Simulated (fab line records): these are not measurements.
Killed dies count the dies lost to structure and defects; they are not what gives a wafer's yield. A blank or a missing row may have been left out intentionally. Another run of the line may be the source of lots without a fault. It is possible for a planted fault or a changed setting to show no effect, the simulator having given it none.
Chamber matching    flow gf180mcu    cmp-02 running GF_CONTACT_CMP_27: 4 sister chambers
The step polishes, stops on SiO2, t overpolish 15 s, target thk 0 nm. 8 wafers are shown with their chamber, then 9 later ones without.

## EACH WAFER AND ITS CHAMBER
wafer   chamber  motor-current-A (A)  time-to-endpoint-s (s)
L797.3  1        11.2                 72
L797.6  0        8.9                  74
L799.2  3        12.2                 74
L799.3  0        8.8                  74
L799.4  2        11.1                 78
L800.1  1        11.5                 71
L800.2  3        11.9                 75
L800.3  2        11.3                 75

## WAFERS MISSING THEIR CHAMBER
wafer   motor-current-A (A)  time-to-endpoint-s (s)
L802.4  8.2                  69
L802.5  11.0                 71
L802.6  11.4                 64
L806.2  11.6                 74
L806.4  10.8                 73
L806.6  11.9                 69
L807.1  11.5                 69
L807.5  11.8                 71
L807.6  12.0                 73

## CHAMBER TAKEN BY EACH
wafer    from the rows above            in truth
L802.4   0                              0
L802.5   1                              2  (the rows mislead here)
L802.6   1                              1
L806.2   can't be placed: 1 or 3 or 2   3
L806.4   can't be placed: 1 or 2        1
L806.6   can't be placed: 1 or 3        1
L807.1   1                              1
L807.5   can't be placed: 1 or 3        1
L807.6   3                              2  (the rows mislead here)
3 of 9 placed correctly. Can't be placed from these rows: 4 (the true chamber is among the candidates in 4). Wrongly placed: 2.
How it was worked out, from the rows above alone: a wafer's distance from a chamber is the root of the sum, over the readings, of the square of ((its reading less the chamber's mean) divided by the reading's scatter). If the next closest chamber is less than 2 further off than the closest, the wafer can't be placed; otherwise it belongs to the closest. The mean given for a chamber averages the wafers shown for that chamber. How the scatter is found: for the shown wafers, subtract from each reading the mean of its chamber, square and add these, divide the total by (wafers less chambers), then take the root.
